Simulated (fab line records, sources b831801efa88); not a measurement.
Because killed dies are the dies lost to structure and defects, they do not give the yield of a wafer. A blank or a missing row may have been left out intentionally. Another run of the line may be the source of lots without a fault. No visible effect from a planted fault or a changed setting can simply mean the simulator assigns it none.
Matching of chambers | flow gf180mcu | GF_V5_CMP_26 on cmp-01 has 4 sister chambers
The step polishes, stops on SiO2, t overpolish 15 s, target thk 0 nm. 8 wafers are shown with their chamber, then 8 later ones without.

WAFERS PAIRED WITH THEIR CHAMBERS
wafer  | chamber | motor_current_A (A) | time_to_endpoint_s (s)
L754.4 | 1       | 11.1                | 82
L758.1 | 1       | 10.4                | 89
L758.5 | 0       | 10.3                | 96
L759.5 | 2       | 9.1                 | 84
L763.1 | 0       | 10.2                | 94
L763.2 | 3       | 14.9                | 84
L763.6 | 2       | 9.4                 | 82
L765.2 | 3       | 15.1                | 80

WAFERS WITHOUT THEIR CHAMBER
wafer  | motor_current_A (A) | time_to_endpoint_s (s)
L765.4 | 10.5                | 81
L765.5 | 10.5                | 86
L770.2 | 10.8                | 86
L770.3 | 9.3                 | 78
L770.4 | 10.8                | 81
L774.1 | 14.6                | 83
L774.4 | 10.1                | 87
L774.6 | 10.8                | 87

EACH ONE'S CHAMBER
wafer  | from the rows above          | in truth
L765.4 | 1                            | 1
L765.5 | 1                            | 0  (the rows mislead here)
L770.2 | 1                            | 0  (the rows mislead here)
L770.3 | 2                            | 2
L770.4 | 1                            | 1
L774.1 | 3                            | 3
L774.4 | can't be placed: 1 or 0 or 2 | 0
L774.6 | 1                            | 1
Placed correctly: 5 of 8. From these rows, 1 cannot be placed; in 1 the true chamber is one of the candidates. Placed wrongly: 2.
How it was worked out, from the rows above alone: a wafer's distance from a chamber is the root of the sum, over the readings, of the square of ((its reading less the chamber's mean) divided by the reading's scatter). The wafer belongs to the nearest chamber; if the next one is less than 2 further off, it can't be placed. For every chamber, the mean is computed from those of its wafers that are shown. How the scatter is found: for the shown wafers, subtract from each reading the mean of its chamber, square and add these, divide the total by (wafers less chambers), then take the root.
